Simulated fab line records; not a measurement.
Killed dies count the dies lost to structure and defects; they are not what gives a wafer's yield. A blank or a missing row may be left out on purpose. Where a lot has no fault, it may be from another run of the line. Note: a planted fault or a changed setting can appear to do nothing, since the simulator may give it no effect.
2 desks, one fault    flow gf180mcu    every desk sees just its own numbers, and what lay behind them comes last

== THE TOOL OWNER'S DESK: litho track-02 ==
The tool's own readings at GF_M3_PEB_12 (peb time 90 s): means of the sampled wafers that have a number, for each lot that ran on this tool. Marked OUT: a lot whose mean sits more than 4 standard deviations from the usual mean, which makes it out of limits; the brackets give that distance.
Columns: A = chill plate temp C at GF_M3_PEB_12, usual 22.99 C; B = exhaust pa at GF_M3_PEB_12, usual 45.1 Pa; C = resist line temp C at GF_M3_PEB_12, usual 22.99 C
lot   first seen here  A      B     C
L863  day 22 03:30     22.98  44.6  22.99
L864  day 22 07:47     22.94  45.3  22.94
L878  day 27 07:46     23.01  44.6  22.95
L879  day 27 21:51     23.06  44.4  23.02
L881  day 28 14:56     22.96  45.3  23.07
This desk's finding: nothing out of limits on any of the 5 lots.

== METROLOGY DESK ==
What the gauges read for every lot (on any tool): the sampled wafers with a number, averaged. Marked OUT: a lot whose mean sits more than 4 standard deviations from the usual mean, which makes it out of limits; the brackets give that distance.
Columns: A = V2_W_RS at GF_V2_RS_MEAS_24, usual 0.323 ohm/sq; B = V2_W_THK at GF_V2_THK_MEAS_25, usual 347 nm
lot   first seen here  A      B
L860  day 20 09:11     0.328  339
L862  day 20 21:00     0.325  341
L863  day 21 03:52     0.329  338
L864  day 21 08:32     0.328  348
L865  day 21 17:52     0.318  354
L867  day 23 05:47     0.320  346
L869  day 24 05:06     0.329  343
L871  day 24 12:11     0.325  348
L870  day 24 15:25     0.322  352
L872  day 24 18:48     0.321  347
L876  day 25 15:01     0.324  354
L877  day 26 01:35     0.325  341
L878  day 26 10:46     0.324  342
L879  day 27 01:12     0.326  348
L881  day 27 19:25     0.325  350
This desk's finding: nothing out of limits on any of the 15 lots.

== PUT TOGETHER ==
The desk of the tool owner found nothing out of limits.
At the metrology desk, nothing out of limits was observed.

== WHAT THE SIMULATOR HAD INSERTED ==
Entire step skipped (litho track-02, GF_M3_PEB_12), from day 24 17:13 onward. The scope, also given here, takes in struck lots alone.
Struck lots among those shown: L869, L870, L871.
